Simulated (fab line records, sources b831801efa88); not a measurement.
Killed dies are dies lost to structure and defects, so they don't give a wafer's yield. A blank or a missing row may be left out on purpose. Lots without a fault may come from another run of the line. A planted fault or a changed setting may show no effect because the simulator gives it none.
fab line records | flow sky130
record lots=12 wafers=36 last_day=50
route steps=708 shown POLY_GATE@232 LDD_LDN@301 SD_P@326 LI_CONTACT@376 PAD_OPEN@708
lots that met no fault: from a run of the same line without faults
start_h: hours from the record's first day to the start of the lot's first wafer shown | wait_h: hours since the lot's step before | " the same as in the row above | L1.1+2: a row that stands for several wafers | - no value, or no start given | * or withheld: withheld | < > ~ a bound
route shown NAME@n: a module of which the file shows steps, and the number in the route of the first | usual: mean/standard deviation of fault-free wafers | same: alike in all rows | chamber/n: place in a boat | sites: the reading at each site | _std_site: their standard deviation | _edge_site: outer sites' mean less inner sites' | radius_mm: how far each site lies from the wafer's centre | mask NAME#n: copy n | behind: the tool/chamber that last shaped the wafer | hold: why the lot was held/for how many hours/how that ended | device: the transistor (n, p or np) that didn't switch | end of line: the same wafers' tests at the end of the route | a step without rows: its recipe alone | killed: dies lost to structure and defects at the first sort, not the wafer's yield | map: a wafer's dies, x killed, . not, _ none there
set.NAME: the setting as run; set.NAME@STEP: as run at that earlier step | model.NAME: the simulator's own value behind a step, which no gauge read
steps of the route over a sample of lots; a table a step, a row a wafer
services: from which hour (start_h, from the record's first day; less than 0 if before it) a tool's chamber was out of use, for how many hours, and why
## steps
# step SKY_POLY_GATE_STRIP_18
# recipe chemistry=O2/N2 power_w=1400 pressure_mtorr=1500 platen_temp_c=withheld o2_flow_sccm=3000 n2_flow_sccm=300 overash_fraction=0.5
# usual drypump_motor_current_A=5.7/0.46 oes_product_au=0.361/0.0051 strip_time_to_endpoint_s=3.18/0.04
# columns lot.wafer tool chamber start_h wait_h drypump_motor_current_A oes_product_au rf_hours_counter_h strip_time_to_endpoint_s
L501.1 plasma_asher-01 1 369.09 0.0 5.7 0.357 55 3.17
L501.2 " 0 " " 6.3 0.356 55 3.18
L501.3 " 1 " " 5.7 0.364 - 3.17
L503.4 plasma_asher-04 0 385.91 0.1 6.0 0.357 - 3.11
L503.5 " 1 " " 5.9 0.356 - 3.13
L503.6 " 0 " " 6.0 0.359 - 3.17
L505.1 plasma_asher-01 0 407.50 0.0 6.3 0.369 59 3.26
L505.2 " 1 " " 5.6 0.359 59 3.17
L505.5 " 0 " " 6.3 0.365 - 3.12
L507.1 plasma_asher-04 0 416.96 0.0 6.0 0.355 73 3.17
L507.2 " 1 " " 5.9 0.363 73 3.14
L507.5 " 1 " " 5.9 0.369 - 3.17
L509.1 plasma_asher-02 1 455.78 0.0 5.8 0.351 30 3.14
L509.3 " 1 " " 5.8 0.359 - 3.15
L509.6 " 1 " " 5.8 0.358 - 3.20
L511.3 plasma_asher-04 1 460.09 0.1 5.9 0.357 - 3.17
L511.4 " 0 " " 6.0 0.359 - 3.16
L511.6 " 0 " " 6.0 0.363 - 3.22
L510.3 plasma_asher-01 1 465.94 0.1 5.6 0.362 - 3.18
L510.4 " 0 " " 6.3 0.367 - 3.17
L510.5 " 0 " " 6.3 0.365 - 3.24
L513.2 plasma_asher-02 1 478.23 0.0 5.8 0.365 33 3.21
L513.3 " 1 " " 5.8 0.366 - 3.20
L513.4 " 0 " " 4.8 0.360 - 3.15
L516.3 plasma_asher-01 0 498.94 0.1 6.3 0.362 - 3.23
L516.4 " 1 " " 5.7 0.367 - 3.15
L516.6 " 1 " " 5.6 0.359 - 3.17
L521.2 plasma_asher-01 0 541.38 0.0 6.3 0.357 73 3.24
L521.3 " 1 " " 5.6 0.365 - 3.17
L521.5 " 1 " " 5.6 0.371 - 3.23
L522.1 plasma_asher-01 1 548.63 0.0 5.7 0.358 74 3.18
L522.2 " 0 " " 6.3 0.364 74 3.28
L522.4 " 1 " " 5.7 0.365 - 3.23
L524.1 plasma_asher-04 0 566.75 0.0 6.0 0.368 15 3.23
L524.4 " 0 " " 6.0 0.361 - 3.17
L524.5 " 1 " " 5.9 0.362 - 3.15
# step SKY_LDD_LDN_STRIP_12
# recipe chemistry=O2/N2 power_w=1400 pressure_mtorr=1500 platen_temp_c=withheld o2_flow_sccm=3000 n2_flow_sccm=300 overash_fraction=0.5
# usual drypump_motor_current_A=5.7/0.47 oes_product_au=0.716/0.0048 strip_time_to_endpoint_s=14.16/0.039
# columns lot.wafer tool chamber start_h wait_h drypump_motor_current_A oes_product_au rf_hours_counter_h strip_time_to_endpoint_s
L501.1 plasma_asher-02 1 523.80 0.1 5.8 0.718 38 14.16
L501.2 " 0 " " 4.8 0.717 38 14.16
L501.3 " 1 " " 5.8 0.717 - 14.16
L503.4 plasma_asher-04 1 545.53 0.1 5.9 0.715 - 14.24
L503.5 " 0 " " 6.0 0.714 - 14.22
L503.6 " 1 " " 5.9 0.721 - 14.28
L505.1 plasma_asher-04 1 565.80 0.1 5.9 0.709 15 14.15
L505.2 " 0 " " 6.0 0.711 15 14.15
L505.5 " 1 " " 5.9 0.722 - 14.18
L507.1 plasma_asher-03 0 574.15 0.1 5.7 0.715 90 14.19
L507.2 " 1 " " 6.2 0.708 90 14.19
L507.5 " 1 " " 6.2 0.715 - 14.18
L509.1 plasma_asher-04 1 611.50 0.1 5.9 0.711 19 14.20
L509.3 " 1 " " 5.9 0.719 - 14.16
L509.6 " 1 " " 5.9 0.708 - 14.17
L511.3 plasma_asher-02 0 616.63 0.1 4.8 0.717 - 14.21
L511.4 " 1 " " 5.8 0.717 - 14.20
L511.6 " 0 " " 4.8 0.716 - 14.19
L510.3 plasma_asher-04 0 619.43 0.1 6.0 0.719 - 14.11
L510.4 " 1 " " 5.9 0.713 - 14.12
L510.5 " 1 " " 5.9 0.714 - 14.12
L513.2 plasma_asher-04 1 630.65 0.1 5.9 0.718 21 14.20
L513.3 " 0 " " 6.0 0.722 - 14.18
L513.4 " 1 " " 5.9 0.719 - 14.18
L516.3 plasma_asher-03 1 649.93 0.1 6.2 0.718 - 14.11
L516.4 " 0 " " 5.7 0.713 - 14.19
L516.6 " 0 " " 5.7 0.709 - 14.14
L521.2 plasma_asher-02 1 688.65 0.1 5.8 0.720 54 14.10
L521.3 " 1 " " 5.8 0.716 - 14.10
L521.5 " 0 " " 4.8 0.716 - 14.12
L522.1 plasma_asher-02 0 696.35 0.1 4.8 0.702 55 14.16
L522.2 " 1 " " 5.8 0.718 55 14.14
L522.4 " 1 " " 5.8 0.713 - 14.18
L524.1 plasma_asher-04 1 713.50 0.1 5.9 0.715 29 14.10
L524.4 " 0 " " 6.0 0.713 - 14.14
L524.5 " 0 " " 6.0 0.715 - 14.12
# step SKY_SD_P_DEVELOP_06
# recipe resist=NOVOLAK developer=TMAH develop_time_s=60 dev_temp_c=23
# usual developer_temp_C=22.99/0.099
# columns lot.wafer tool chamber start_h wait_h developer_temp_C
L501.1 litho_track-04 0 585.46 0.1 23.05
L501.2 " 0 " " 22.94
L501.3 " 0 " " 22.97
L503.4 litho_track-03 0 606.48 0.1 22.87
L503.5 " 0 " " 22.69
L503.6 " 0 " " 22.80
L505.1 litho_track-03 0 626.46 0.1 23.13
L505.2 " 0 " " 23.05
L505.5 " 0 " " 22.96
L507.1 litho_track-02 0 633.54 0.1 22.86
L507.2 " 0 " " 22.86
L507.5 " 0 " " 22.97
L509.1 litho_track-04 0 670.96 0.1 23.10
L509.3 " 0 " " 23.06
L509.6 " 0 " " 22.99
L511.3 litho_track-03 0 673.96 0.1 23.03
L511.4 " 0 " " 22.98
L511.6 " 0 " " 22.95
L510.3 litho_track-02 0 677.54 0.1 22.83
L510.4 " 0 " " 22.94
L510.5 " 0 " " 22.94
L513.2 litho_track-03 0 688.93 0.1 22.98
L513.3 " 0 " " 23.01
L513.4 " 0 " " 22.99
L516.3 litho_track-04 0 710.86 0.1 22.95
L516.4 " 0 " " 22.91
L516.6 " 0 " " 23.00
L521.2 litho_track-04 0 745.09 0.1 22.18
L521.3 " 0 " " 22.09
L521.5 " 0 " " 21.99
L522.1 litho_track-04 0 754.46 0.1 22.07
L522.2 " 0 " " 22.02
L522.4 " 0 " " 22.12
L524.1 litho_track-03 0 769.56 0.1 22.99
L524.4 " 0 " " 22.94
L524.5 " 0 " " 22.82
# step SKY_LI_CONTACT_ETCH_14
# recipe chemistry=N2/H2 target=BARC ion_energy_ev=200 source_w=500 bias_w=100 pressure_mtorr=30 n2_flow_sccm=100 h2_flow_sccm=200 stop_on=SiO2 time_s=45.9 target_depth_a=600
# usual bias_w=100.00/0.29 drypump_motor_current_A=5.6/0.64 oes_product_au=0.854/0.005 throttle_valve_pct=13.223/0.0086
# columns lot.wafer tool chamber start_h wait_h bias_w drypump_motor_current_A oes_product_au rf_hours_counter_h throttle_valve_pct
L501.1 rie_diel-03 0 673.52 0.0 99.69 5.9 0.856 5 13.226
L501.2 " 1 " " 100.05 6.1 0.857 5 13.215
L501.3 " 3 " " 100.19 5.4 0.861 6 13.216
L503.4 rie_diel-03 3 693.47 0.0 99.69 5.4 0.857 6 13.225
L503.5 " 1 " " 99.81 6.0 0.863 - 13.209
L503.6 " 2 " " 99.73 6.4 0.856 - 13.212
L505.1 rie_diel-03 0 712.99 0.0 99.84 5.8 0.856 6 13.227
L505.2 " 1 " " 100.00 6.1 0.855 5 13.217
L505.5 " 3 " " 100.06 5.4 0.846 - 13.233
L507.1 rie_diel-02 0 720.49 0.0 100.15 5.2 0.859 18 13.224
L507.2 " 2 " " 99.58 6.6 0.848 43 13.241
L507.5 " 3 " " 100.01 4.8 0.859 - 13.214
L509.1 rie_diel-01 0 754.67 0.0 99.87 6.1 0.846 0 13.208
L509.3 " 1 " " 99.65 5.1 0.850 0 13.206
L509.6 " 0 " " 100.00 6.1 0.851 - 13.218
L511.3 rie_diel-03 2 758.59 0.0 100.46 6.4 0.861 17 13.238
L511.4 " 0 " " 100.31 5.8 0.843 6 13.216
L511.6 " 0 " " 100.26 5.9 0.859 - 13.234
L510.3 rie_diel-02 0 762.64 0.0 99.53 5.2 0.856 19 13.230
L510.4 " 1 " " 100.23 4.8 0.852 2 13.219
L510.5 " 1 " " 100.00 4.8 0.846 - 13.219
L513.2 rie_diel-03 0 772.37 0.0 99.72 5.8 0.852 7 13.215
L513.3 " 2 " " 100.67 6.4 0.854 17 13.230
L513.4 " 1 " " 100.16 6.0 0.856 7 13.232
L516.3 rie_diel-03 0 793.67 0.0 100.59 5.9 0.852 7 13.221
L516.4 " 1 " " 100.00 6.0 0.856 8 13.222
L516.6 " 1 " " 100.30 6.0 0.852 - 13.216
L521.2 rie_diel-02 2 827.62 0.0 100.06 6.6 0.863 1 13.222
L521.3 " 0 " " 99.89 5.2 0.859 21 13.223
L521.5 " 3 " " 100.00 4.8 0.852 - 13.218
L522.1 rie_diel-03 2 836.47 0.0 100.07 6.4 0.851 19 13.229
L522.2 " 1 " " 100.33 6.1 0.862 9 13.238
L522.4 " 1 " " 100.17 6.1 0.845 - 13.228
L524.1 rie_diel-03 0 852.62 0.0 99.89 5.9 0.848 8 13.205
L524.4 " 1 " " 100.42 6.0 0.852 9 13.230
L524.5 " 0 " " 100.22 5.9 0.849 - 13.233
# step SKY_PAD_OPEN_PROBE_99
# usual defect_limited_yield=82.7/2.1 killed_at_M0_to_M3=43/7.2 killed_at_M4_up=3.2/1.8 killed_at_contacts=23/5.6 killed_at_front_end=15/4.6 killed_at_other=0.3/0.71 killed_dies=85/10 killed_open=46/7.8 killed_short=38/6.5 sort_bin_3_pad_short=0.8/0.38 sort_bin_5_function=10.2/1.5 sort_bin_6_memory=6.3/1.2 sort_n_pass=407/10 sort_yield_pct=82.7/2.1
# same gross_dies=492 killed_at_back_side=0 sort_bin_4_leakage[%]=0 sort_bin_8_speed[%]=0
# columns lot.wafer tool chamber start_h wait_h defect_limited_yield[%] killed_at_M0_to_M3 killed_at_M4_up killed_at_contacts killed_at_front_end killed_at_other killed_dies killed_open killed_short sort_bin_3_pad_short[%] sort_bin_5_function[%] sort_bin_6_memory[%] sort_n_pass sort_yield_pct[%]
L507.1 prober-02 - 1108.87 0.1 87.2 36 2 17 8 0 63 38 25 0.4 8.9 3.5 429 87.2
L507.2 prober-02 - 1108.92 0.1 81.5 54 3 20 14 0 91 49 41 0.8 11.0 6.7 401 81.5
L507.5 prober-02 - 1109.07 0.2 79.9 61 3 26 9 0 99 57 42 1.0 11.2 7.9 393 79.9
L513.2 prober-01 - 1146.99 0.1 82.3 39 4 25 19 0 87 40 46 1.0 11.6 5.1 405 82.3
L513.3 prober-01 - 1147.04 0.2 81.5 47 0 25 19 0 91 56 33 0.6 11.0 6.9 401 81.5
L513.4 prober-01 - 1147.09 0.2 81.1 49 3 17 23 1 93 53 40 1.0 10.2 7.7 399 81.1
L516.3 prober-02 - 1160.25 0.2 83.7 40 1 22 17 0 80 44 36 1.0 9.3 5.9 412 83.7
L516.4 prober-02 - 1160.30 0.2 81.5 46 3 25 17 0 91 51 40 0.8 11.0 6.7 401 81.5
L516.6 prober-02 - 1160.40 0.2 84.1 35 1 22 20 0 78 40 38 0.6 10.6 4.7 414 84.1
# killed by level:class
L507.1 VIA1:geometric_particle:open=10 CONTACT:geometric_particle:open=6 VIA2:geometric_particle:open=6 LI_CONTACT:geometric_particle:open=4 LOCAL_INTERCONNECT:geometric_particle:short=4 METAL3:geometric_particle:short=4 VIA2:geometric_particle:short=3 METAL1:geometric_particle:short=3
L507.2 VIA1:geometric_particle:open=9 LI_CONTACT:geometric_particle:open=8 VIA2:geometric_particle:open=8 METAL1:geometric_particle:short=7 CONTACT:geometric_particle:open=6 VIA1:geometric_particle:short=6 METAL2:geometric_particle:short=5 FIELD_ISO:geometric_particle:open=4
L507.5 VIA1:geometric_particle:open=15 VIA2:geometric_particle:open=14 VIA3:geometric_particle:open=9 CONTACT:geometric_particle:short=8 LI_CONTACT:geometric_particle:open=7 CONTACT:geometric_particle:open=7 VIA1:geometric_particle:short=6 METAL2:geometric_particle:short=6
L513.2 VIA1:geometric_particle:open=8 CONTACT:geometric_particle:open=8 FIELD_ISO:geometric_particle:short=7 LI_CONTACT:geometric_particle:open=6 VIA3:geometric_particle:open=6 CONTACT:geometric_particle:short=5 LOCAL_INTERCONNECT:geometric_particle:short=5 METAL2:geometric_particle:short=5
L513.3 VIA2:geometric_particle:open=15 VIA1:geometric_particle:open=10 CONTACT:geometric_particle:open=9 CONTACT:geometric_particle:short=6 LI_CONTACT:geometric_particle:short=5 LI_CONTACT:geometric_particle:open=5 VIA2:geometric_particle:short=5 FIELD_ISO:geometric_particle:open=3
L513.4 VIA1:geometric_particle:open=17 POLY_GATE:geometric_particle:open=9 CONTACT:geometric_particle:open=7 METAL2:geometric_particle:short=7 METAL3:geometric_particle:short=6 VIA1:geometric_particle:short=5 POLY_GATE:geometric_particle:short=4 LOCAL_INTERCONNECT:geometric_particle:short=4
L516.3 VIA1:geometric_particle:open=11 CONTACT:geometric_particle:open=9 VIA3:geometric_particle:open=7 METAL1:geometric_particle:short=7 POLY_GATE:geometric_particle:open=6 LI_CONTACT:geometric_particle:open=5 CONTACT:geometric_particle:short=5 METAL2:geometric_particle:short=5
L516.4 LI_CONTACT:geometric_particle:open=11 CONTACT:geometric_particle:open=8 VIA1:geometric_particle:open=7 METAL2:geometric_particle:short=6 POLY_GATE:geometric_particle:open=5 METAL1:geometric_particle:short=5 VIA1:geometric_particle:short=5 VIA2:geometric_particle:open=5
L516.6 VIA1:geometric_particle:open=7 VIA3:geometric_particle:open=7 LI_CONTACT:geometric_particle:open=6 FIELD_ISO:geometric_particle:open=5 FIELD_ISO:geometric_particle:short=5 LI_CONTACT:geometric_particle:short=5 CONTACT:geometric_particle:open=5 METAL2:geometric_particle:short=4
## services
# columns tool chamber start_h hours kind
rie_diel-02 2 360.13 16.5 repair
rie_diel-02 1 366.26 3.0 repair
plasma_asher-04 - 421.25 9.0 pm
rie_diel-03 2 425.63 8.2 repair
plasma_asher-02 - 435.17 6.6 repair
rie_diel-02 2 473.07 6.6 repair
rie_diel-02 3 481.21 4.5 repair
rie_diel-03 0 493.23 6.5 repair
plasma_asher-01 - 510.88 2.8 pm
rie_diel-03 - 514.32 0.5 repair
plasma_asher-02 - 541.10 0.4 repair
rie_diel-03 2 562.62 4.9 repair
plasma_asher-01 - 594.59 0.4 repair
rie_diel-03 3 609.76 6.2 repair
rie_diel-03 - 645.07 2.6 repair
plasma_asher-04 - 692.03 7.9 repair
plasma_asher-04 - 705.02 1.2 repair
rie_diel-03 0 717.88 15.3 repair
rie_diel-03 1 752.99 5.0 repair
plasma_asher-01 - 753.59 0.4 repair
rie_diel-03 0 806.83 4.2 repair
rie_diel-03 - 809.67 0.3 repair
rie_diel-03 0 812.43 3.7 repair
rie_diel-03 0 831.37 6.7 repair
## key
first_sign step=SKY_SD_P_DEVELOP_06 reading=developer_temp_C direction=down sigmas=9.1 usual=* struck=*
effect none on later readings
met_at SKY_SD_P_DEVELOP_06
struck_lots L521,L522
rows_end L521.2,L521.3,L521.5,L522.1,L522.2,L522.4
not_acting_at SKY_POLY_GATE_STRIP_18,SKY_LDD_LDN_STRIP_12,SKY_LI_CONTACT_ETCH_14
onset_between 710.86 745.09
fault kind=process_parameter_drift tool=litho_track-04 chamber=- onset_h=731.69 steps=SKY_SD_P_DEVELOP_06 channel=dev_temp_c offset=* shape=step end_h=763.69 acts_in=* stated=*
# rows_end: these wafers met a further fault down the route, and their rows from its step on are left out
